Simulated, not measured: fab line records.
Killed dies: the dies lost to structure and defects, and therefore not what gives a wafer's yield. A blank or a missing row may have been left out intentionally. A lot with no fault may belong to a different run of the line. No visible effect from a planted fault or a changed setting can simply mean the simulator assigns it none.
What tool caused it? + flow gf180mcu + 18 wafers from 6 lots sampled at 3 of the route's 602 steps

WHAT THE GAUGES READ, wafer by wafer
GF_V4_CD_MEAS_14: target cd 260 nm.
| lot  | measured     | on       | cdNm (nm)                           |
|------|--------------|----------|-------------------------------------|
| L601 | day 25 10:53 | cdSem-01 | 258.2 258.7 258.0                   |
| L603 | day 26 02:33 | cdSem-02 | 258.9 259.7 259.5                   |
| L606 | day 26 22:52 | cdSem-02 | 259.8 258.9 259.7                   |
| L609 | day 28 04:30 | cdSem-01 | 261.7 262.2 261.3                   |
| L619 | day 30 20:52 | cdSem-02 | 245.3 246.0 244.9 245.4 246.1 244.3 |
| L621 | day 31 11:42 | cdSem-01 | 261.5 260.3 261.7                   |

EACH LOT AND THE TOOL THAT RAN IT (in order: tool; ch and the chambers of the sampled wafers; start)
| lot  | GF_M4_SPUTTER_03            | GF_V4_EXPOSE_11                  |
|------|-----------------------------|----------------------------------|
| L601 | pvdSputter-02, day 23 14:20 | krfScanner-02 ch 0, day 25 00:50 |
| L603 | pvdSputter-04, day 24 06:29 | krfScanner-01 ch 0, day 25 16:16 |
| L606 | pvdSputter-03, day 25 03:59 | krfScanner-01 ch 0, day 26 12:35 |
| L609 | pvdSputter-02, day 26 10:11 | krfScanner-01 ch 0, day 27 18:11 |
| L619 | pvdSputter-02, day 29 05:55 | krfScanner-01 ch 0, day 30 11:55 |
| L621 | pvdSputter-03, day 29 22:59 | krfScanner-02 ch 0, day 31 03:17 |
- GF_M4_SPUTTER_03: material Ti, target thk 10 nm, time 6.7 s.
- GF_V4_EXPOSE_11: exposes mask Via4, target cd 260 nm.

THE ANSWER, worked out from the rows above alone
Rule: usual is defined by the lots themselves. The widest of any qualifying gaps counts: lots, ordered by their means at a reading, are off when they make up no more than a third of the lots, leave a main group of 4 or more, and stand apart from it by 3 or more times the standard deviation of that group's means. The tables above print the reading to a certain number of digits; a main group whose means all agree to those digits is not used. Also off: a lot with no number at a reading for which 4 or more lots have one. Any other lot the step has rows for is counted as sound.
Off at GF_V4_CD_MEAS_14 (cdNm): L619. The main group: mean 260.0 nm, standard deviation 1.3.
A tool fits if, at a process step before that reading, it ran every lot that is off, and no sound lot after the first of them. Those tools and the gauges at GF_V4_CD_MEAS_14 are tried in the same way. Can't be told from this: 3 tools fit, pvdSputter-02 at GF_M4_SPUTTER_03, krfScanner-01 at GF_V4_EXPOSE_11, cdSem-02 at GF_V4_CD_MEAS_14.

WHAT HAD BEEN PUT IN BY THE SIMULATOR
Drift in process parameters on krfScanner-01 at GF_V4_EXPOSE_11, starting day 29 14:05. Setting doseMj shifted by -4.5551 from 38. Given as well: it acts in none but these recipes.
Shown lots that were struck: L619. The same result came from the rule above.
